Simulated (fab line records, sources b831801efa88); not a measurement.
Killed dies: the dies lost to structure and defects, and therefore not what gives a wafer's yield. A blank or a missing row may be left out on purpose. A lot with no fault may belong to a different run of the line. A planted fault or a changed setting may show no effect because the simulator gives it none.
Chamber matching + flow gf180mcu + GF_V4_ETCH_16 on rieDiel-01: 4 sister chambers
The step etches BARC in N2/H2. 4 wafers are shown with their chamber, then 7 later ones without.

== EACH WAFER AND ITS CHAMBER ==
| wafer  | chamber | throttleValvePct (%) |
|--------|---------|----------------------|
| L177.1 | 2       | 13.230               |
| L183.5 | 0       | 13.216               |
| L184.1 | 1       | 13.217               |
| L184.2 | 3       | 13.222               |

== WAFERS WITHOUT THEIR CHAMBER ==
| wafer  | throttleValvePct (%) |
|--------|----------------------|
| L184.4 | 13.230               |
| L185.1 | 13.226               |
| L185.3 | 13.219               |
| L185.6 | 13.219               |
| L188.1 | 13.222               |
| L188.2 | 13.229               |
| L188.6 | 13.228               |

== WHICH CHAMBER EACH ONE RAN IN ==
| wafer  | from the rows above          | in truth                   |
|--------|------------------------------|----------------------------|
| L184.4 | 2                            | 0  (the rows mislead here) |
| L185.1 | can't be placed: 2 or 3      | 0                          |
| L185.3 | can't be placed: 1 or 0 or 3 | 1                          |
| L185.6 | can't be placed: 1 or 0 or 3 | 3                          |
| L188.1 | 3                            | 3                          |
| L188.2 | 2                            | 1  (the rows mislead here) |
| L188.6 | can't be placed: 2 or 3      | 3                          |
Placed correctly: 1 of 7. From these rows, 4 cannot be placed; in 3 the true chamber is one of the candidates. Wrongly placed: 2.
How it was worked out, from the rows above alone: a wafer's distance from a chamber is the root of the sum, over the readings, of the square of ((its reading less the chamber's mean) divided by the reading's scatter). If the next closest chamber is less than 2 further off than the closest, the wafer can't be placed; otherwise it belongs to the closest. The mean given for a chamber averages the wafers shown for that chamber. The scatter (one wafer shown for each chamber): square how far every hidden wafer sits from the nearest shown wafer, average those squares and take the square root.
